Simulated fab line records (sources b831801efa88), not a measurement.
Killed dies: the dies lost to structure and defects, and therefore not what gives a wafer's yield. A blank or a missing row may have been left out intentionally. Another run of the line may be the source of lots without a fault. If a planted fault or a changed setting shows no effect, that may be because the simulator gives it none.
8D (eight disciplines) problem report, filled in by code :: flow sky130 :: the parts of the form that need people (team, actions taken, sign-off) are left out

1. THE ISSUE
Across 6 wafers from 2 lots, SONOS_ONO_OXIDATION_THK at SKY_SONOS_ONO_THK_MEAS_01 averages 2.01 nm, while fault-free wafers read 2.62 nm with a standard deviation of 0.059. Relative to the usual mean, that is a shift of -10 standard deviations.
First observed at day 15 19:58: wafer L194.1, on filmMetro-04. At this step, 33 wafers from 11 lots have a number in the record. Rule for "out", or "out of limits": more than 4 standard deviations from the usual mean. All remaining wafers that have a number are taken as sound.

2. WHAT IT IS; WHAT IT IS NOT
question: which readings at this step
is: SONOS_ONO_OXIDATION_THK
is not: -

question: which lots
is: L194, L195
is not: L180, L183, L186, L187, L188, L193, L201, L202, L203

question: which wafers of those lots
is: all that have a number
is not: -

question: read on which gauges
is: filmMetro-04
is not: filmMetro-01, filmMetro-03

question: when
is: from day 15 19:58
is not: up to then (18 sound wafers); but 9 sound wafers of L201, L202, L203 came after

3. SUSPECTS, AND WHAT RULES EACH OUT
Counting: any tool at a process step up to the reading is kept as a suspect provided that every lot that is out went through it and no sound lot did after the first of them.
- ruled out: the gauge at SKY_SONOS_ONO_THK_MEAS_01. All the wafers that are out were read on filmMetro-04, but those of them that SKY_SONOS_ONO_OXIDATION_00 has rows for are out there too, on other tools.
- furnace-01 at SKY_SONOS_ONO_OXIDATION_00 (stabilise 600 s, purge 300 s, target thk 2.6 nm): ruled out as a lasting fault. The sound lots L203 went through it after L194, its earliest lot that is out (day 15 18:38).
Left after counting: nothing in the record.

4. THE CAUSE (what the simulator had put in)
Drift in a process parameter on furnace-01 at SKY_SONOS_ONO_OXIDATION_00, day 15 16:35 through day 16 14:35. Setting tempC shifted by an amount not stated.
It was ruled out by counting, in error; the rule expects a fault to strike all lots run on its tool from its start on, and this fault did not.

5. SEQUENCE OF EFFECTS, ordered by route
Rows list readings where the struck wafers' mean (over those with a number) sits beyond 3 standard deviations from the usual. Only readings for which the record gives a usual standard deviation are gone through. hours: the time from each lot's start at the first step in this table that gives one to its start at this step, as a median over the lots. sigmas: the change in usual standard deviations.
hours: 0
step: SKY_SONOS_ONO_OXIDATION_00
reading: spikeTcBottomC
usual: 819.0 C
on struck wafers: 801.1
change: -17.9
sigmas: -18

hours: 0
step: SKY_SONOS_ONO_OXIDATION_00
reading: spikeTcCentreC
usual: 799.3 C
on struck wafers: 781.5
change: -17.8
sigmas: -16

hours: 0
step: SKY_SONOS_ONO_OXIDATION_00
reading: spikeTcLowerC
usual: 801.8 C
on struck wafers: 785.7
change: -16.1
sigmas: -6.7

hours: 0
step: SKY_SONOS_ONO_OXIDATION_00
reading: spikeTcTopC
usual: 813.2 C
on struck wafers: 793.1
change: -20.1
sigmas: -8.0

hours: 0
step: SKY_SONOS_ONO_OXIDATION_00
reading: spikeTcUpperC
usual: 800.2 C
on struck wafers: 781.1
change: -19.1
sigmas: -17

hours: 0
step: SKY_SONOS_ONO_OXIDATION_00
reading: tubeCenterTempC
usual: 800 C
on struck wafers: 782
change: -18
sigmas: -99 or more

hours: 0
step: SKY_SONOS_ONO_OXIDATION_00
reading: tube_center_temp_C_max
usual: 802.1
on struck wafers: 783.5
change: -18.6
sigmas: -53

hours: 1
step: SKY_SONOS_ONO_THK_MEAS_01
reading: SONOS_ONO_OXIDATION_THK
usual: 2.62 nm
on struck wafers: 2.01
change: -0.61
sigmas: -10
It contains these process steps:
- SKY_SONOS_ONO_OXIDATION_00: stabilise 600 s, purge 300 s, target thk 2.6 nm.
At these later measuring or inspecting steps, every struck wafer for which the step has a row has a number for every such reading, and none has moved that far: SKY_GATE_OXIDE_THK_MEAS_02.

6. WHAT WOULD HAVE CAUGHT IT SOONER
In this record the first reading out of limits at a measuring or inspecting step was taken at day 15 19:58, 3 hours after the fault began at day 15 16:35.
The tool's own readings at SKY_SONOS_ONO_OXIDATION_00 were out on every struck wafer that the step has a row for (spikeTcBottomC, spikeTcCentreC, spikeTcLowerC, spikeTcTopC, spikeTcUpperC, tubeCenterTempC, tube_center_temp_C_max): an alarm limit on them would have fired on the first of those.
